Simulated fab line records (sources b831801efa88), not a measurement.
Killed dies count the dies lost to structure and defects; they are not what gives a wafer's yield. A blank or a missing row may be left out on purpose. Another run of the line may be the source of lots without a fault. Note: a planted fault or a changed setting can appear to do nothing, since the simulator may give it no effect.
The tool behind it: which one? ; flow gf180mcu ; Sampling: 13 lots, 39 wafers, 2 of 602 route steps

## WHAT THE GAUGES SHOWED, per wafer
GF_V4_THK_MEAS_25: measures by xrf. Usual: for V4_W_THK the level is 350 nm and the standard deviation is 7.1.
lot;measured;on;V4_W_THK (nm);flag
L846;day 24 07:59;film metro-03;354 349 350;
L847;day 24 19:01;film metro-02;344 350 347;
L848;day 24 20:04;film metro-03;344 344 346;
L850;day 25 22:44;film metro-04;350 351 352;
L852;day 26 14:14;film metro-03;338 342 339;
L854;day 27 06:02;film metro-03;342 346 344;
L855;day 27 18:42;film metro-04;351 356 353;
L856;day 27 20:40;film metro-02;342 337 341;
L857;day 27 22:32;film metro-04;356 358 357;
L866;day 30 12:52;film metro-04;357 358 355;
L867;day 30 22:12;film metro-04;364 368 360;
L868;day 31 03:13;film metro-03;339 337 340;
L869;day 31 08:49;film metro-04;361 356 355;

## WHICH TOOL RAN EACH LOT (tool, then ch and the chambers of the sampled wafers, then the start)
lot;GF_V1_ETCH_16
L846;rie diel-04 ch 0,1,3, day 17 23:50
L847;rie diel-02 ch 0,1,2, day 18 09:59
L848;rie diel-02 ch 0,2,3, day 18 13:41
L850;rie diel-04 ch 1,2, day 19 18:44
L852;rie diel-01 ch 0,1,2, day 20 12:23
L854;rie diel-04 ch 0,2,3, day 21 09:08
L855;rie diel-02 ch 0,3, day 21 20:43
L856;rie diel-02 ch 0,3, day 22 00:02
L857;rie diel-02 ch 0,3, day 22 03:20
L866;rie diel-01 ch 1,2,3, day 25 03:19
L867;rie diel-01 ch 1,3, day 25 14:05
L868;rie diel-02 ch 0,2,3, day 25 19:26
L869;rie diel-01 ch 0,1,2, day 26 03:55
- GF_V1_ETCH_16: etches BARC in N2/H2.

## WHAT THE TOOLS THEMSELVES READ (means of the sampled wafers that have a number; where no wafer has one, the mark that the record gives instead)
GF_V1_ETCH_16. Usual: drypump motor current A 6.0 A, standard deviation 0.46; oes product au 0.854 a.u., standard deviation 0.0045; rf fwd power W 494.7 W, standard deviation 2; throttle valve pct 13.225 %, standard deviation 0.0082.
lot;tool;drypump motor current A (A);oes product au (a.u.);rf fwd power W (W);throttle valve pct (%);flag
L846;rie diel-04;5.5;0.855;495.3;13.218;
L847;rie diel-02;5.9;0.850;494.4;13.227;
L848;rie diel-02;6.2;0.851;496.6;13.226;
L850;rie diel-04;6.2;0.860;495.7;13.223;
L852;rie diel-01;6.1;0.857;493.2;13.223;
L854;rie diel-04;5.7;0.853;494.2;13.230;
L855;rie diel-02;5.9;0.853;494.2;13.229;
L856;rie diel-02;6.1;0.856;495.6;13.225;
L857;rie diel-02;5.9;0.849;495.1;13.226;
L866;rie diel-01;6.1;0.855;493.0;13.230;
L867;rie diel-01;6.1;0.861;491.6;13.222;
L868;rie diel-02;6.2;0.851;494.7;13.219;
L869;rie diel-01;6.1;0.853;493.6;13.218;

## THE ANSWER, worked out from the rows above alone
Rule: a lot counts as off when the mean over its wafers that have a number is more than 3 standard deviations away from the usual mean. Also off: a lot with no number at a reading for which 4 or more lots have one. All remaining lots with rows at the step are treated as sound. First the gauges in route order, then the tools' own readings, where a lot's mean is used as printed above. At the first step where some lot is off, the reading lying furthest off is the one used; lots without a number count as furthest.
No lot is off on any of the readings shown, so nothing can be concluded from this.

## WHAT WAS PUT IN BY THE SIMULATOR
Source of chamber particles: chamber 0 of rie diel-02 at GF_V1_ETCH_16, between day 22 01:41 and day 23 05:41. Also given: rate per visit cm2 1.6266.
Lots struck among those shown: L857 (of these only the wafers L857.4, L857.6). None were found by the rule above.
